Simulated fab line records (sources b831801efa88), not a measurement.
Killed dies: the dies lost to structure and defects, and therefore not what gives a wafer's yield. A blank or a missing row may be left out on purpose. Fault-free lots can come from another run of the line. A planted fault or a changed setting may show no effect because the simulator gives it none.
Code-filled problem report in 8D (eight disciplines) form | flow gf180mcu | the parts of the form that need people (team, actions taken, sign-off) are left out

## 1. WHAT IS WRONG
At GF_HV_LDD_CVD_54, spike-tc-upper-C averages 705.5 C over 6 wafers from 2 lots, while fault-free wafers read 679.9 C, standard deviation 1.2. Measured from the usual mean, that is +21 standard deviations.
The step: deposits SiO2 from TEOS, target thk 10 nm, time 75 s.
First seen on wafer L677.1, day 16 08:36, on lpcvd-02. Wafers with a number at this step in the record: 42, from 14 lots. The rule behind "out" and "out of limits": a value lying over 4 standard deviations away from the usual mean. The rest of the wafers with a number are treated as sound.

## 2. WHAT IT IS, AND WHAT IT ISN'T
question                    | is                                                            | is not
which readings at this step | spike-tc-upper-C, zone-power-centre-pct, zone-power-upper-pct | -
which lots                  | L677, L681                                                    | L666, L668, L670, L671, L672, L673, L676, L678, L683, L684, L688, L689
which wafers of those lots  | all that have a number                                        | -
read on which tools         | lpcvd-02                                                      | lpcvd-01
when                        | from day 16 08:36                                             | up to then (21 sound wafers); but 15 sound wafers of L678, L683, L684, L688, L689 came after

## 3. THE SUSPECTS, EACH WITH WHAT RULES IT OUT
Counting: a tool stays on the suspect list if, at a process step up to the reading, it processed all lots that are out and no sound lot following the first of them.
- lpcvd-02 at GF_HV_LDD_CVD_54 (deposits SiO2 from TEOS, target thk 10 nm, time 75 s): kept. It processed each lot that is out, first L677 at day 16 08:36, and no sound lot thereafter; up to then, the last sound lot it processed was L673 at day 14 15:22. Its own spike-tc-upper-C, zone-power-centre-pct, zone-power-upper-pct readings are out on those wafers.
After counting, what remains is lpcvd-02 at GF_HV_LDD_CVD_54.

## 4. THE CAUSE (what the simulator had put in)
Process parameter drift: lpcvd-02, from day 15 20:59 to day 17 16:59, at GF_HV_LDD_CVD_54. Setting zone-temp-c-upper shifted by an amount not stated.
Counting left only this tool.

## 5. SEQUENCE OF EFFECTS, ordered by route
Each row: a reading where the mean over the struck wafers with a number is more than 3 standard deviations away from the usual. Only readings whose record carries a usual standard deviation are examined. hours: median over the lots of the time between each lot's start at the first step of this table that gives one and its start at this step. sigmas: the change, counted in usual standard deviations.
hours | step             | reading               | usual   | on struck wafers | change | sigmas
0     | GF_HV_LDD_CVD_54 | spike-tc-upper-C      | 679.9 C | 705.5            | +25.6  | +21
0     | GF_HV_LDD_CVD_54 | zone-power-centre-pct | 10.2 %  | 7.7              | -2.5   | -4.7
0     | GF_HV_LDD_CVD_54 | zone-power-upper-pct  | 10.1 %  | 17.0             | +6.9   | +7.8
Process steps it contains:
- GF_HV_LDD_CVD_54: deposits SiO2 from TEOS, target thk 10 nm, time 75 s.
Later steps that measure or inspect, where all struck wafers having a row at the step show a number for every such reading and not one has moved that far: GF_PSD_RS_MEAS_15, GF_SALICIDE_THK_MEAS_05.

## 6. WHAT WOULD HAVE CAUGHT IT SOONER
In this record no reading fell out of limits until day 16 08:36, 12 hours after the fault had begun at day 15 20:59.
